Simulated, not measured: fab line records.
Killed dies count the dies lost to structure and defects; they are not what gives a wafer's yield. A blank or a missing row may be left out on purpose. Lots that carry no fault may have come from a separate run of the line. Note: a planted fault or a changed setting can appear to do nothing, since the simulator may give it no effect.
fab line records	flow sky130
record lots=6	wafers=18	last_day=49
route steps=708 shown VIA2@509 PAD_OPEN@708
lots untouched by any fault: they come from a run of this same line in which no faults occurred
start_h: the number of hours between the record's first day and the start of the first shown wafer of the lot	wait_h: how many hours have passed since the lot's step before this one	" identical to the entry in the row above	L1.1+2: one row covering several wafers at once	- no value, or no start given	* or withheld: withheld	< > ~ a bound
route shown NAME@n: names a module that has steps shown in the file, with the first one's number in the route	usual: mean/standard deviation of fault-free wafers	same: alike in all rows	chamber/n: place in a boat	sites: each site's reading	_std_site: their standard deviation	_edge_site: the outer-site mean with the inner-site mean subtracted	radius_mm: how far each site lies from the wafer's centre	mask NAME#n: copy n	behind: the last tool/chamber to shape the wafer	hold: cause of the lot's hold/its duration in hours/its outcome	device: whichever transistor did not switch (one of n, p or np)	end of line: tests run on the same wafers once the route is complete	where a step has no rows: the recipe by itself	killed: not the wafer's yield, but the dies lost to structure and defects at the first sort	map: dies across one wafer; x = killed, . = not, _ = none there
set.NAME: the setting as run; set.NAME@STEP: as run at that earlier step	model.NAME: the simulator's own value behind a step, which no gauge read
lots seen at some steps along the route; tables by step, rows by wafer
services: a tool's chamber out of use, with start hour (start_h, from the record's first day; less than 0 if before it), hours out, and reason
## steps
# step SKY_VIA2_CMP_02
# recipe material=SiO2	down_force_psi=4	platen_rpm=60	pad_velocity_m_s=0.94248
# usual motor_current_A=12.0/1
lot.wafer	tool	chamber	start_h	wait_h	motor_current_A
L858.4	cmp-02	0	891.65	0.0	12.5
L858.3	"	1	"	"	12.4
L858.5	"	0	"	"	12.0
L859.4	cmp-02	3	897.38	0.1	10.5
L859.5	"	1	"	"	12.3
L859.6	"	2	"	"	11.2
L862.2	cmp-01	2	920.29	0.0	12.3
L862.1	"	3	"	"	13.6
L862.4	"	0	"	"	12.2
L866.1	cmp-01	2	961.90	0.1	11.9
L866.4	"	3	"	"	13.6
L866.6	"	1	"	"	10.5
L867.1	cmp-02	1	963.67	0.1	13.0
L867.4	"	2	"	"	10.4
L867.5	"	0	"	"	12.0
L869.2	cmp-01	2	970.54	0.0	11.7
L869.3	"	3	"	"	13.5
L869.6	"	2	"	"	12.5
# step SKY_VIA2_BOW_MEAS_03
# recipe mode=bow
# usual VIA2_BOW=85/7.2
lot.wafer	tool	chamber	start_h	wait_h	VIA2_BOW[um]
L858.3	film_metro-01	-	891.99	0.2	90
L858.4	"	-	"	"	72
L858.5	"	-	"	"	75
L859.4	film_metro-01	-	897.64	0.2	93
L859.5	"	-	"	"	84
L859.6	"	-	"	"	83
L862.1	film_metro-01	-	920.59	0.2	89
L862.2	"	-	"	"	94
L862.4	"	-	"	"	79
L866.1	film_metro-01	-	962.15	0.2	89
L866.4	"	-	"	"	87
L866.6	"	-	"	"	88
L867.1	film_metro-03	-	963.87	0.1	90
L867.4	"	-	"	"	83
L867.5	"	-	"	"	85
L869.2	film_metro-04	-	970.86	0.3	92
L869.3	"	-	"	"	85
L869.6	"	-	"	"	74
# step SKY_VIA2_DEHYDRATE_04
# recipe temp_c=200	time_s=60
# step SKY_VIA2_HMDS_05
# recipe prime_time_s=60	prime_temp_c=120
# step SKY_VIA2_COAT_06
# recipe resist=BARC	temp_c=withheld	time_s=withheld	spin_rpm=3000	resist_thk_nm=60
# step SKY_VIA2_COAT_07
# recipe resist=KrF-thick	spin_rpm=3000	resist_thk_nm=450
# step SKY_VIA2_SOFTBAKE_08
# recipe temp_c=100	time_s=90	resist=KrF-thick
# step SKY_VIA2_EXPOSE_09
# recipe mask_id=VIM2	na=0.8	source_shape=annular	sigma_inner=0.55	sigma_outer=0.85	target_cd_nm=200	dose_mj=38
# step SKY_VIA2_PEB_10
# recipe peb_temp_c=withheld	peb_time_s=withheld	resist=KrF-thick
# step SKY_VIA2_DEVELOP_11
# recipe develop_time_s=60	resist=KrF-thick	dev_temp_c=21
# step SKY_VIA2_CD_MEAS_12
# recipe target_cd_nm=200
# usual cd_nm=199.9/1.3
lot.wafer	tool	chamber	start_h	wait_h	cd_nm
L858.3	cd_sem-02	-	916.39	-	199.8
L858.4	"	-	"	"	202.2
L858.5	"	-	"	"	201.8
L859.4	cd_sem-02	-	922.85	-	199.1
L859.5	"	-	"	"	199.3
L859.6	"	-	"	"	200.8
L862.1	cd_sem-01	-	944.80	-	199.2
L862.2	"	-	"	"	199.0
L862.4	"	-	"	"	200.1
L866.1	cd_sem-01	-	986.24	-	199.9
L866.4	"	-	"	"	201.2
L866.6	"	-	"	"	202.0
L867.1	cd_sem-02	-	987.38	-	200.0
L867.4	"	-	"	"	199.7
L867.5	"	-	"	"	198.2
L869.2	cd_sem-02	-	994.45	-	201.6
L869.3	"	-	"	"	202.0
L869.6	"	-	"	"	202.2
# step SKY_VIA2_OVL_MEAS_13
# usual VIA2_OVL=-2/5.6
lot.wafer	tool	chamber	start_h	wait_h	VIA2_OVL[nm]
L858.3	overlay-02	-	916.48	0.1	2
L858.4	"	-	"	"	5
L858.5	"	-	"	"	-4
L859.4	overlay-02	-	922.93	0.1	-4
L859.5	"	-	"	"	-3
L859.6	"	-	"	"	-1
L862.1	overlay-01	-	944.92	0.1	-2
L862.2	"	-	"	"	-9
L862.4	"	-	"	"	4
L866.1	overlay-01	-	986.36	0.1	-6
L866.4	"	-	"	"	-4
L866.6	"	-	"	"	1
L867.1	overlay-01	-	987.50	0.1	-1
L867.4	"	-	"	"	-2
L867.5	"	-	"	"	-1
L869.2	overlay-01	-	994.55	0.1	4
L869.3	"	-	"	"	4
L869.6	"	-	"	"	2
# step SKY_VIA2_ETCH_14
# recipe chemistry=N2/H2	target=BARC	ion_energy_ev=200	source_w=500	bias_w=100	pressure_mtorr=30	n2_flow_sccm=100	h2_flow_sccm=200	stop_on=SiO2	time_s=45.9	target_depth_a=600
# usual bias_w=99.99/0.26	drypump_motor_current_A=5.59/0.24	oes_product_au=0.855/0.0053	throttle_valve_pct=13.225/0.0091
lot.wafer	tool	chamber	start_h	wait_h	bias_w	drypump_motor_current_A	oes_product_au	rf_hours_counter_h	throttle_valve_pct
L858.3	rie_diel-03	0	916.50	0.0	100.18	6.03	0.855	8	13.224
L858.4	"	1	"	"	100.30	5.96	0.859	1	13.206
L858.5	"	3	"	"	99.85	5.48	0.852	-	13.223
L859.4	rie_diel-03	1	922.95	0.0	88.29	5.94	0.855	1	13.226
L859.5	"	1	"	"	88.12	5.93	0.856	-	13.227
L859.6	"	2	"	"	88.42	5.67	0.857	-	13.228
L862.1	rie_diel-03	3	944.95	0.0	88.37	5.50	0.845	27	13.211
L862.2	"	2	"	"	88.39	5.67	0.843	5	13.209
L862.4	"	1	"	"	88.29	5.95	0.860	2	13.207
L866.1	rie_diel-04	3	986.40	0.0	99.70	5.51	0.860	7	13.210
L866.4	"	0	"	"	99.63	5.32	0.860	5	13.214
L866.6	"	2	"	"	99.82	5.46	0.860	-	13.213
L867.1	rie_diel-02	1	987.53	0.0	100.24	5.87	0.865	15	13.203
L867.4	"	3	"	"	100.30	5.48	0.849	11	13.208
L867.5	"	2	"	"	100.54	5.65	0.853	-	13.239
L869.2	rie_diel-04	0	994.58	0.0	100.10	5.32	0.855	6	13.221
L869.3	"	2	"	"	100.05	5.46	0.866	18	13.224
L869.6	"	2	"	"	100.04	5.47	0.859	-	13.220
# step SKY_VIA2_ETCH_15
# recipe target=SiO2	chemistry=C4F8/O2/Ar	target_depth_nm=546	stop_on=TiN	mask_material=KrF-thick	source_w=1500	bias_w=1200	pressure_mtorr=40	c4f8_flow_sccm=withheld	O2_flow_sccm=6	Ar_flow_sccm=300	time_s=84
# usual bias_w=1200/3.5	oes_product_au=0.939/0.005
lot.wafer	tool	chamber	start_h	wait_h	bias_w	oes_product_au	rf_hours_counter_h
L858.3	rie_diel-03	0	916.55	0.0	1199	0.941	8
L858.4	"	1	"	"	1197	0.941	1
L858.5	"	3	"	"	1201	0.929	-
L859.4	rie_diel-03	1	922.99	0.0	1202	0.938	1
L859.5	"	1	"	"	1202	0.936	-
L859.6	"	2	"	"	1199	0.937	-
L862.1	rie_diel-03	3	945.00	0.0	1203	0.944	27
L862.2	"	2	"	"	1200	0.938	5
L862.4	"	1	"	"	1201	0.938	2
L866.1	rie_diel-04	3	986.44	0.0	1194	0.937	7
L866.4	"	0	"	"	1198	0.932	5
L866.6	"	2	"	"	1203	0.931	-
L867.1	rie_diel-02	1	987.57	0.0	1202	0.936	15
L867.4	"	3	"	"	1199	0.944	11
L867.5	"	2	"	"	1199	0.935	-
L869.2	rie_diel-04	0	994.62	0.0	1200	0.938	6
L869.3	"	2	"	"	1193	0.944	18
L869.6	"	2	"	"	1196	0.935	-
# step SKY_PAD_OPEN_PROBE_99
# usual defect_limited_yield=82.6/2	killed_at_M0_to_M3=44/7.3	killed_at_M4_up=3.1/1.6	killed_at_contacts=24/5.4	killed_at_front_end=15/4	killed_at_other=0.2/0.49	killed_dies=86/10	killed_on_rim=17/3.7	killed_open=48/7.3	killed_short=38/6.3	sort_bin_3_pad_short=0.8/0.45	sort_bin_5_function=10.3/1.5	sort_bin_6_memory=6.3/1.2	sort_n_pass=406/10	sort_yield_pct=82.6/2
# same gross_dies=492	killed_at_back_side=0	sort_bin_4_leakage[%]=0	sort_bin_8_speed[%]=0
lot.wafer	tool	chamber	start_h	wait_h	defect_limited_yield[%]	killed_at_M0_to_M3	killed_at_M4_up	killed_at_contacts	killed_at_front_end	killed_at_other	killed_dies	killed_on_rim	killed_open	killed_short	sort_bin_3_pad_short[%]	sort_bin_5_function[%]	sort_bin_6_memory[%]	sort_n_pass	sort_yield_pct[%]
L858.3	prober-01	-	1127.89	0.2	81.9	51	3	22	13	0	89	16	52	37	1.0	10.2	6.9	403	81.9
L858.4	prober-01	-	1127.94	0.2	81.5	44	4	28	15	0	91	13	55	36	0.4	10.2	7.9	401	81.5
L858.5	prober-01	-	1127.99	0.2	84.6	34	1	23	18	0	76	17	35	41	0.6	8.5	6.3	416	84.6
L859.4	prober-02	-	1134.78	0.2	84.6	39	3	23	11	0	76	16	48	28	0.2	9.1	6.1	416	84.6
L859.5	prober-02	-	1134.83	0.2	81.5	55	4	20	12	0	91	15	48	43	0.6	12.6	5.3	401	81.5
L859.6	prober-02	-	1134.88	0.2	85.2	33	3	23	14	0	73	14	37	36	0.6	7.9	6.3	419	85.2
L862.1	prober-01	-	1150.74	0.1	82.5	56	2	15	13	0	86	18	44	42	1.6	8.5	7.3	406	82.5
L862.2	prober-01	-	1150.79	0.1	81.3	49	3	28	12	0	92	24	58	34	0.2	12.8	5.7	400	81.3
L862.4	prober-01	-	1150.89	0.2	85.4	35	4	23	9	1	72	18	34	38	0.6	8.7	5.3	420	85.4
L867.1	prober-01	-	1182.37	0.1	84.3	46	1	21	9	0	77	17	47	30	0.4	9.8	5.5	415	84.3
L867.4	prober-01	-	1182.52	0.2	84.6	45	3	15	13	0	76	10	38	38	1.0	9.8	4.7	416	84.6
L867.5	prober-01	-	1182.57	0.2	84.1	37	5	21	15	0	78	18	43	35	0.2	9.1	6.5	414	84.1
L866.1	prober-02	-	1182.52	0.1	80.3	41	1	30	25	0	97	17	58	39	0.2	13.0	6.5	395	80.3
L866.4	prober-02	-	1182.67	0.2	80.7	54	2	21	18	0	95	18	50	45	1.2	10.6	7.5	397	80.7
L866.6	prober-02	-	1182.77	0.2	81.5	46	3	24	17	1	91	19	50	41	1.0	11.0	6.5	401	81.5
L869.2	prober-01	-	1187.63	0.1	78.0	51	3	36	17	1	108	24	61	47	0.8	12.0	9.1	384	78.0
L869.3	prober-01	-	1187.68	0.2	82.9	46	5	24	9	0	84	16	49	35	0.6	12.0	4.5	408	82.9
L869.6	prober-01	-	1187.83	0.2	81.3	57	1	19	15	0	92	23	41	51	1.0	12.0	5.7	400	81.3
# killed by level:class
L858.3 VIA1:geometric_particle:open=12 VIA2:geometric_particle:open=10 LI_CONTACT:geometric_particle:open=7 CONTACT:geometric_particle:open=7 METAL1:geometric_particle:short=7 VIA3:geometric_particle:open=6 FIELD_ISO:geometric_particle:open=4 POLY_GATE:geometric_particle:short=4
L858.4 VIA1:geometric_particle:open=14 LI_CONTACT:geometric_particle:open=14 VIA3:geometric_particle:open=9 CONTACT:geometric_particle:open=7 METAL2:geometric_particle:short=7 CONTACT:geometric_particle:short=5 METAL1:geometric_particle:short=5 FIELD_ISO:geometric_particle:short=4
L858.5 VIA1:geometric_particle:open=8 LI_CONTACT:geometric_particle:open=7 VIA1:geometric_particle:short=6 FIELD_ISO:geometric_particle:short=5 FIELD_ISO:geometric_particle:open=5 LOCAL_INTERCONNECT:geometric_particle:short=5 POLY_GATE:geometric_particle:open=4 LI_CONTACT:geometric_particle:short=4
L859.4 VIA1:geometric_particle:open=9 VIA3:geometric_particle:open=8 CONTACT:geometric_particle:open=7 VIA2:geometric_particle:open=7 LI_CONTACT:geometric_particle:open=6 FIELD_ISO:geometric_particle:open=5 LOCAL_INTERCONNECT:geometric_particle:short=5 VIA1:geometric_particle:short=5
L859.5 VIA1:geometric_particle:open=14 CONTACT:geometric_particle:open=11 VIA2:geometric_particle:open=8 METAL1:geometric_particle:short=6 VIA1:geometric_particle:short=6 METAL3:geometric_particle:short=6 VIA2:geometric_particle:short=5 POLY_GATE:geometric_particle:open=4
L859.6 CONTACT:geometric_particle:open=8 VIA1:geometric_particle:open=8 LI_CONTACT:geometric_particle:open=6 POLY_GATE:geometric_particle:open=5 METAL2:geometric_particle:short=5 METAL1:geometric_particle:short=4 CONTACT:geometric_particle:short=4 VIA3:geometric_particle:short=4
L862.1 VIA1:geometric_particle:open=11 VIA2:geometric_particle:open=11 METAL1:geometric_particle:short=7 VIA1:geometric_particle:short=6 METAL3:geometric_particle:short=6 VIA3:geometric_particle:open=5 FIELD_ISO:geometric_particle:short=4 POLY_GATE:geometric_particle:short=4
L862.2 VIA2:geometric_particle:open=11 CONTACT:geometric_particle:open=10 LI_CONTACT:geometric_particle:open=9 VIA3:geometric_particle:open=9 VIA1:geometric_particle:open=8 METAL2:geometric_particle:short=8 VIA1:geometric_particle:short=5 FIELD_ISO:geometric_particle:short=4
L862.4 VIA1:geometric_particle:open=10 LI_CONTACT:geometric_particle:open=6 CONTACT:geometric_particle:open=5 LI_CONTACT:geometric_particle:short=5 METAL2:geometric_particle:short=5 LOCAL_INTERCONNECT:geometric_particle:short=4 METAL1:geometric_particle:short=4 VIA1:geometric_particle:short=4
L867.1 VIA3:geometric_particle:open=13 LI_CONTACT:geometric_particle:open=8 METAL1:geometric_particle:short=6 VIA2:geometric_particle:open=6 VIA1:geometric_particle:open=5 CONTACT:geometric_particle:open=4 LOCAL_INTERCONNECT:geometric_particle:open=3 CONTACT:geometric_particle:short=3
L866.1 CONTACT:geometric_particle:open=13 VIA1:geometric_particle:open=11 VIA3:geometric_particle:open=8 LI_CONTACT:geometric_particle:open=6 FIELD_ISO:geometric_particle:open=5 FIELD_ISO:geometric_particle:short=5 LOCAL_INTERCONNECT:geometric_particle:short=5 METAL1:geometric_particle:short=4
L867.4 VIA1:geometric_particle:open=10 LOCAL_INTERCONNECT:geometric_particle:short=8 VIA2:geometric_particle:short=7 VIA3:geometric_particle:open=6 FIELD_ISO:geometric_particle:short=5 VIA1:geometric_particle:short=5 VIA2:geometric_particle:open=5 FIELD_ISO:geometric_particle:open=4
L867.5 LI_CONTACT:geometric_particle:open=10 VIA1:geometric_particle:open=7 VIA2:geometric_particle:open=6 FIELD_ISO:geometric_particle:short=4 CONTACT:geometric_particle:open=4 METAL1:geometric_particle:short=4 VIA1:geometric_particle:short=4 VIA3:geometric_particle:open=4
L866.4 VIA1:geometric_particle:open=12 VIA2:geometric_particle:open=9 METAL1:geometric_particle:short=8 VIA3:geometric_particle:open=8 FIELD_ISO:geometric_particle:open=6 LI_CONTACT:geometric_particle:open=5 CONTACT:geometric_particle:short=5 CONTACT:geometric_particle:open=5
L866.6 VIA1:geometric_particle:open=10 VIA2:geometric_particle:open=9 CONTACT:geometric_particle:open=8 LI_CONTACT:geometric_particle:open=7 POLY_GATE:geometric_particle:short=6 FIELD_ISO:geometric_particle:short=5 VIA3:geometric_particle:open=5 CONTACT:geometric_particle:short=4
L869.2 VIA1:geometric_particle:open=12 LI_CONTACT:geometric_particle:open=9 CONTACT:geometric_particle:open=9 VIA3:geometric_particle:open=8 FIELD_ISO:geometric_particle:open=7 VIA2:geometric_particle:open=7 METAL2:geometric_particle:short=7 LOCAL_INTERCONNECT:geometric_particle:short=6
L869.3 VIA1:geometric_particle:open=13 CONTACT:geometric_particle:open=10 VIA2:geometric_particle:open=7 LI_CONTACT:geometric_particle:open=6 VIA3:geometric_particle:open=6 METAL2:geometric_particle:short=5 LI_CONTACT:geometric_particle:short=5 METAL4:geometric_particle:short=5
L869.6 VIA1:geometric_particle:open=12 METAL2:geometric_particle:short=11 FIELD_ISO:geometric_particle:short=8 CONTACT:geometric_particle:open=7 VIA2:geometric_particle:open=7 CONTACT:geometric_particle:short=5 VIA3:geometric_particle:open=5 METAL1:geometric_particle:short=4
## services
tool	chamber	start_h	hours	kind
rie_diel-02	3	878.51	9.8	repair
rie_diel-02	0	894.33	1.9	repair
rie_diel-02	0	896.53	8.9	repair
cmp-01	-	912.00	4.0	pm
cmp-01	-	916.00	-	consumable_replace:conditioner
cmp-01	-	916.00	-	consumable_replace:pad
cmp-02	-	935.41	8.7	pm
cmp-01	-	964.35	4.0	repair
## key
first_sign step=SKY_VIA2_ETCH_14	reading=bias_w	direction=down	sigmas=45	usual=99.99	struck=88.31
effect none on later readings
met_at SKY_VIA2_ETCH_14
struck_wafers L859.4,L859.5,L859.6,L862.1,L862.2,L862.4
onset_between 916.50 922.95
fault kind=process_parameter_drift	tool=rie_diel-03	chamber=-	onset_h=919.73	steps=SKY_VIA2_ETCH_14	channel=bias_w	offset=-11.887	shape=step	end_h=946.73	acts_in=these_recipes_only	stated=100
